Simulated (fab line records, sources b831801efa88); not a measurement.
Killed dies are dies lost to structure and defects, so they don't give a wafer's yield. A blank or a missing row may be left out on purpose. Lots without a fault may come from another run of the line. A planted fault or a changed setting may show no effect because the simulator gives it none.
Which tool did it? | flow sky130 | 12 lots, 36 wafers sampled, at 1 step of a route of 708

WHAT THE GAUGES READ, wafer by wafer
SKY_SPACER_THK_MEAS_01.
lot  | measured     | on            | SPACER_CVD_00_THK (nm)
L075 | day 23 15:43 | film_metro-04 | 43.4 43.3 43.4
L077 | day 24 08:11 | film_metro-04 | 42.7 42.6 42.5
L079 | day 24 17:53 | film_metro-02 | 42.4 42.7 42.4
L081 | day 25 11:16 | film_metro-02 | 42.7 42.9 42.9
L083 | day 26 06:53 | film_metro-04 | 42.8 43.0 43.2
L085 | day 26 22:57 | film_metro-04 | 42.9 42.9 42.9
L087 | day 27 22:18 | film_metro-03 | 42.9 42.4 42.4
L091 | day 28 17:18 | film_metro-03 | 42.4 42.3 42.7
L089 | day 28 18:31 | film_metro-04 | 42.2 42.5 42.2
L093 | day 30 02:32 | film_metro-02 | 43.0 42.9 42.9
L095 | day 30 04:58 | film_metro-03 | 43.5 42.6 43.2
L097 | day 30 13:43 | film_metro-03 | 42.2 42.5 42.5

WHICH TOOL RAN EACH LOT (tool, then ch and the chambers of the sampled wafers, then the start)
The record holds no process step before these readings.

THE ANSWER, worked out from the rows above alone
Rule: what is usual is taken from the lots themselves. Put in order of their means at a reading, lots are off if they are a third of the lots or fewer, leave a main group of 4 or more, and stand apart from it by a gap of 3 or more times the standard deviation of the main group's means; of several such gaps the widest counts. A main group whose means are all the same, to the digits that the tables above print for the reading, isn't used. A lot without any number at a reading at which 4 lots or more have one is off too. The other lots that the step has rows for count as sound.
No lot is off at any reading shown: from this, nothing can be told.

WHAT THE SIMULATOR HAD PUT IN
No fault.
